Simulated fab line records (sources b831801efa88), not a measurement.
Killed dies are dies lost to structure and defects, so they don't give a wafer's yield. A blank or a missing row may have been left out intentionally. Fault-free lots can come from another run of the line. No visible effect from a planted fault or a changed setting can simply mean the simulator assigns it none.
Matching of chambers	flow sfq_line	SFQ_TRILAYER_I2_CMP_CMP_064 on cmp-02: 4 sister chambers
The step polishes SiO2. 18 wafers are shown with their chamber, then 9 later ones without.

WAFERS WITH THEIR CHAMBER
wafer	chamber	motor_current_A (A)	retaining_ring_pressure_frac	time_to_endpoint_s (s)
L573.2	2	9.2	0.999	222
L573.4	1	9.9	1.013	221
L573.6	0	9.8	1.003	226
L574.1	0	9.6	0.997	213
L574.3	3	12.1	1.003	217
L574.6	1	9.8	0.996	223
L576.1	0	9.7	1.001	210
L576.2	3	12.0	0.999	203
L576.5	1	9.7	0.994	207
L581.2	2	9.2	0.995	210
L581.3	0	9.6	1.000	214
L581.6	2	9.4	0.994	215
L584.2	1	10.4	0.996	219
L584.3	0	9.7	0.994	215
L584.6	0	9.5	0.997	221
L588.1	1	10.2	0.999	206
L588.3	2	9.8	0.998	216
L588.5	1	9.8	1.000	212

SIGNATURES, as means of the wafers listed above
reading	chamber 0	chamber 1	chamber 2	chamber 3	scatter within a chamber
motor_current_A	9.650	9.967	9.400	12.050	0.219
retaining_ring_pressure_frac	0.99867	0.99967	0.99650	1.00100	0.00475
time_to_endpoint_s	216.50	214.67	215.75	210.00	6.62
Rule: for a wafer and a chamber, the distance is found by dividing, reading by reading, the gap between the wafer's reading and the chamber's mean by the reading's scatter, squaring, summing and taking the root. The wafer belongs to the nearest chamber; if the next one is less than 2 further off, it can't be placed. The scatter: the root of (the sum of the squares of (reading less its chamber's mean) over the shown wafers, divided by (wafers less chambers)).

WAFERS WHOSE CHAMBER IS MISSING
wafer	motor_current_A (A)	retaining_ring_pressure_frac	time_to_endpoint_s (s)
L593.1	9.4	0.999	205
L593.4	9.9	0.991	211
L593.5	10.3	0.995	211
L594.3	12.1	1.000	212
L594.1	9.7	1.003	210
L594.6	11.7	1.004	218
L596.1	11.8	0.999	222
L596.2	9.7	1.004	220
L596.3	9.3	1.000	217

WHICH CHAMBER EACH WENT THROUGH
wafer	from the rows above	in truth
L593.1	can't be placed: 2 or 0 or 1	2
L593.4	can't be placed: 1 or 0 or 2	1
L593.5	can't be placed: 1 or 0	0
L594.3	3	3
L594.1	can't be placed: 0 or 1 or 2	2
L594.6	3	3
L596.1	3	3
L596.2	can't be placed: 0 or 1 or 2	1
L596.3	can't be placed: 2 or 0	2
Placed correctly: 3 of 9. Not placeable from these rows: 6 (in 6, the candidates include the true chamber). 0 placed wrongly.
